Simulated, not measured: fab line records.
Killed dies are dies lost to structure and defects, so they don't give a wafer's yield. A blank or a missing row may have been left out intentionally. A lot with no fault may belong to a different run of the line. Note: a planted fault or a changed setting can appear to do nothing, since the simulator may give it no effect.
What tool caused it? | flow gf180mcu | Sampling: 7 lots, 21 wafers, 2 of 602 route steps

WHAT THE GAUGES SHOWED, per wafer
GF_DNWELL_TW_MEAS_09.
lot  | measured    | on           | DNWELL_TW
L958 | day 2 23:49 | filmMetro-03 | 1348 1347 1349
L960 | day 3 10:54 | filmMetro-04 | 31 31 31
L965 | day 4 13:07 | filmMetro-03 | 1346 1336 1342
L970 | day 5 15:28 | filmMetro-04 | 1359 1359 1349
L974 | day 6 12:01 | filmMetro-04 | 1353 1356 1357
L976 | day 7 02:37 | filmMetro-04 | 1366 1371 1364
L979 | day 7 17:35 | filmMetro-03 | 1352 1347 1355

WHICH TOOL RAN EACH LOT (tool, then ch and the chambers of the sampled wafers, then the start)
lot  | GF_DNWELL_EXPOSE_04
L958 | ilineStepper-01 ch 0, day 2 17:52
L960 | ilineStepper-01, day 3 04:28
L965 | ilineStepper-01 ch 0, day 4 05:35
L970 | ilineStepper-02 ch 0, day 5 08:46
L974 | ilineStepper-01 ch 0, day 6 05:05
L976 | ilineStepper-01 ch 0, day 6 18:41
L979 | ilineStepper-02 ch 0, day 7 09:54
- GF_DNWELL_EXPOSE_04: exposes mask DNWELL, target cd 1700 nm.

THE ANSWER, worked out from the rows above alone
Rule: the lots themselves supply what counts as usual. Put in order of their means at a reading, lots are off if they are a third of the lots or fewer, leave a main group of 4 or more, and stand apart from it by a gap of 3 or more times the standard deviation of the main group's means; of several such gaps the widest counts. If all means in a main group match to the digits the tables above print for the reading, that group is not used. Also off: a lot with no number at a reading for which 4 or more lots have one. All remaining lots with rows at the step are treated as sound.
Off: L960, at GF_DNWELL_TW_MEAS_09 (DNWELL_TW). For the main group the mean is 1353 and the standard deviation 7.9.
A tool fits if, at a process step before that reading, it ran every lot that is off, and no sound lot after the first of them. Gauges at GF_DNWELL_TW_MEAS_09: tried the same way as those tools. Not one of the candidates tried fits.

WHAT HAD BEEN PUT IN BY THE SIMULATOR
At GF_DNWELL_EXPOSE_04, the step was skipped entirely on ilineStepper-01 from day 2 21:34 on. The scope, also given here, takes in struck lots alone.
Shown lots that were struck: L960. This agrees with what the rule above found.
